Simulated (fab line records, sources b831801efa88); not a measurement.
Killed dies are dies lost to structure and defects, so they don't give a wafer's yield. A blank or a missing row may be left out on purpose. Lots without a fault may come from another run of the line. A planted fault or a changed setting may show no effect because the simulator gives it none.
Which tool did it? | flow gf180mcu | 11 lots, 33 wafers sampled, at 3 steps of a route of 602

WHAT THE GAUGES READ, wafer by wafer
GF_CONTACT_RS_MEAS_25: measures by four-point-probe. Usual: CONTACT_W_RS 0.383 ohm/sq, standard deviation 0.0067.
lot  | measured     | on            | CONTACT_W_RS (ohm/sq) | flag
L134 | day 16 03:03 | film_metro-02 | 0.382 0.378 0.377     |
L135 | day 16 06:58 | film_metro-02 | 0.386 0.372 0.376     |
L136 | day 16 21:17 | film_metro-03 | 0.384 0.372 0.385     |
L140 | day 18 12:09 | film_metro-03 | 0.379 0.374 0.383     |
L141 | day 18 19:02 | film_metro-03 | 0.372 0.382 0.369     |
L142 | day 19 05:42 | film_metro-03 | 0.390 0.392 0.387     |
L143 | day 19 15:05 | film_metro-03 | 0.388 0.389 0.393     |
L144 | day 19 17:13 | film_metro-04 | 0.386 0.375 0.386     |
L150 | day 21 21:58 | film_metro-02 | 0.386 0.389 0.390     |
L153 | day 22 16:20 | film_metro-03 | 0.448 0.449 0.437     | OFF
L154 | day 22 22:43 | film_metro-04 | 0.443 0.435 0.448     | OFF

GF_CONTACT_THK_MEAS_26: measures by xrf. Usual: CONTACT_W_THK 303 nm, standard deviation 6.1.
lot  | measured     | on            | CONTACT_W_THK (nm) | flag
L134 | day 16 03:10 | film_metro-02 | 308 312 314        |
L135 | day 16 07:05 | film_metro-02 | 308 319 315        |
L136 | day 16 21:24 | film_metro-03 | 296 307 296        |
L140 | day 18 12:14 | film_metro-03 | 301 307 299        |
L141 | day 18 19:09 | film_metro-03 | 307 299 309        |
L142 | day 19 05:49 | film_metro-03 | 297 294 298        |
L143 | day 19 15:10 | film_metro-03 | 298 296 294        |
L144 | day 19 17:20 | film_metro-04 | 300 311 301        |
L150 | day 21 22:04 | film_metro-02 | 308 303 303        |
L153 | day 22 16:27 | film_metro-03 | 257 256 264        | OFF
L154 | day 22 22:49 | film_metro-04 | 262 267 259        | OFF

WHICH TOOL RAN EACH LOT (tool, then ch and the chambers of the sampled wafers, then the start)
lot  | GF_CONTACT_CVD_24
L134 | cvd_w-02 ch 0,1, day 16 02:56
L135 | cvd_w-01 ch 0,1, day 16 06:52
L136 | cvd_w-01 ch 0,1, day 16 21:10
L140 | cvd_w-01 ch 0,1, day 18 12:01
L141 | cvd_w-01 ch 0,1, day 18 18:56
L142 | cvd_w-02 ch 0, day 19 05:30
L143 | cvd_w-02 ch 0,1, day 19 14:57
L144 | cvd_w-01 ch 0,1, day 19 17:07
L150 | cvd_w-02 ch 0,1, day 21 21:51
L153 | cvd_w-01 ch 0,1, day 22 16:13
L154 | cvd_w-01 ch 0,1, day 22 22:35
- GF_CONTACT_CVD_24: deposits W, target thk 300 nm, time 90.339 s.

WHAT THE TOOLS THEMSELVES READ (means of the sampled wafers that have a number; where no wafer has one, the mark that the record gives instead)
GF_CONTACT_CVD_24. Usual: heater_power_w 840 W, standard deviation 37; susceptor_temp_C 400.02 C, standard deviation 0.21.
lot  | tool     | heater_power_w (W) | susceptor_temp_C (C) | flag
L134 | cvd_w-02 | 839                | 400.09               |
L135 | cvd_w-01 | 846                | 400.02               |
L136 | cvd_w-01 | 830                | 400.20               |
L140 | cvd_w-01 | 830                | 399.80               |
L141 | cvd_w-01 | 853                | 399.95               |
L142 | cvd_w-02 | 829                | 400.08               |
L143 | cvd_w-02 | 835                | 399.93               |
L144 | cvd_w-01 | 827                | 400.11               |
L150 | cvd_w-02 | 848                | 400.10               |
L153 | cvd_w-01 | 790                | 391.81               | OFF
L154 | cvd_w-01 | 772                | 391.67               | OFF

THE ANSWER, worked out from the rows above alone
Rule: a lot is off if the mean of its wafers that have a number lies more than 3 standard deviations from the usual mean. A lot without any number at a reading at which 4 lots or more have one is off too. The other lots that the step has rows for count as sound. The gauges are gone through in route order, then the tools' own readings, and for those a lot's mean is taken as printed above. The first step at which some lot is off is used, and at that step the reading that is off furthest; a lot without a number counts as furthest.
Off: L153, L154, at GF_CONTACT_RS_MEAS_25 (CONTACT_W_RS).
A tool fits if, at a process step before that reading, it ran every lot that is off, and no sound lot after the first of them. The gauges at GF_CONTACT_RS_MEAS_25 aren't tried: what is off there is off at GF_CONTACT_CVD_24 too, on other tools, and a gauge's error can't cause that. One fits: cvd_w-01 at GF_CONTACT_CVD_24. Its last sound lot is L144 (day 19 17:07), its first lot that is off L153 (day 22 16:13): a fault that began between those two fits.
The tool's own readings at GF_CONTACT_CVD_24 bear it out: on the lots that are off they differ by more than 5 times the standard deviation of the sound lots' means. heater_power_w reads 781 W there against 837 W on the sound lots; susceptor_temp_C reads 391.74 C there against 400.03 C on the sound lots.

WHAT THE SIMULATOR HAD PUT IN
Process parameter drift: cvd_w-01, from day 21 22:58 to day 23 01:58, at GF_CONTACT_CVD_24. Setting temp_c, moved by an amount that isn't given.
Lots struck among those shown: L153, L154. The rule above found the same.
